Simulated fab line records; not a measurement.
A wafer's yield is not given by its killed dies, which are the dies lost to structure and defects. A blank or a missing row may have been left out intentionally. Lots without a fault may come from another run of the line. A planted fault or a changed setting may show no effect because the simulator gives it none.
2 desks, one fault || flow sky130 || only its own numbers are on each desk; what lay behind them is given at the end

== DESK OF THE TOOL OWNER: wet-bench-01 ==
The tool's own readings at SKY_SONOS_TUNNEL_STRIP_11 (strips in SPM, time 600 s): means of the sampled wafers that have a number, for each lot that ran on this tool. The brackets show how far a lot's mean lies from the usual mean; more than 4 standard deviations puts the lot out of limits, marked OUT.
Columns: A = bath-guard-temp-C at SKY_SONOS_TUNNEL_STRIP_11, usual 130.0 C; B = bath-heat-duty-pct at SKY_SONOS_TUNNEL_STRIP_11, usual 15.2 %; C = temp-c at SKY_SONOS_TUNNEL_STRIP_11, usual 129.99 C
{"lot": "L413", "first seen here": "day 12 21:28", "A": 129.5, "B": 15.8, "C": 129.79}
{"lot": "L415", "first seen here": "day 13 17:55", "A": 130.1, "B": 14.7, "C": 129.84}
{"lot": "L418", "first seen here": "day 14 09:01", "A": 129.9, "B": 13.9, "C": 129.94}
{"lot": "L419", "first seen here": "day 14 14:19", "A": 129.7, "B": 15.2, "C": 129.88}
{"lot": "L432", "first seen here": "day 19 08:37", "A": 130.0, "B": 14.6, "C": 130.08}
{"lot": "L433", "first seen here": "day 19 18:19", "A": 129.9, "B": 13.7, "C": 129.86}
Result from this desk: across the 6 lots, nothing is out of limits.

== FROM THE METROLOGY DESK ==
Means of the sampled wafers that have a number, per lot and without regard to the tool the lot ran on: this is what the gauges read. The brackets show how far a lot's mean lies from the usual mean; more than 4 standard deviations puts the lot out of limits, marked OUT.
Columns: A = VT_ADJUST_HVTP_TW at SKY_VT_ADJUST_HVTP_TW_MEAS_11, usual 1367; B = VT_ADJUST_HVTR_OVL at SKY_VT_ADJUST_HVTR_OVL_MEAS_08, usual -0.5 nm
{"lot": "L411", "first seen here": "day 6 21:18", "A": 1364, "B": -1.1}
{"lot": "L412", "first seen here": "day 6 22:54", "A": 1367, "B": -1.7}
{"lot": "L413", "first seen here": "day 7 04:43", "A": 1375, "B": -1.0}
{"lot": "L415", "first seen here": "day 7 20:51", "A": 1372, "B": 0.8}
{"lot": "L418", "first seen here": "day 8 09:08", "A": 1360, "B": -1.0}
{"lot": "L417", "first seen here": "day 8 10:08", "A": 1360, "B": -0.7}
{"lot": "L419", "first seen here": "day 8 13:49", "A": 1367, "B": -0.2}
{"lot": "L424", "first seen here": "day 9 23:42", "A": 1369, "B": -0.7}
{"lot": "L428", "first seen here": "day 11 02:24", "A": 1360, "B": -0.8}
{"lot": "L429", "first seen here": "day 11 07:53", "A": 1364, "B": 1.3}
{"lot": "L431", "first seen here": "day 11 23:01", "A": 1370, "B": -0.4}
{"lot": "L432", "first seen here": "day 12 10:30", "A": 1368, "B": 0.7}
{"lot": "L433", "first seen here": "day 12 17:33", "A": 1373, "B": -1.0}
Result from this desk: across the 13 lots, nothing is out of limits.

== BROUGHT TOGETHER ==
The tool owner's desk saw nothing out of limits.
Metrology desk: nothing out of limits seen.

== WHAT WAS PUT IN BY THE SIMULATOR ==
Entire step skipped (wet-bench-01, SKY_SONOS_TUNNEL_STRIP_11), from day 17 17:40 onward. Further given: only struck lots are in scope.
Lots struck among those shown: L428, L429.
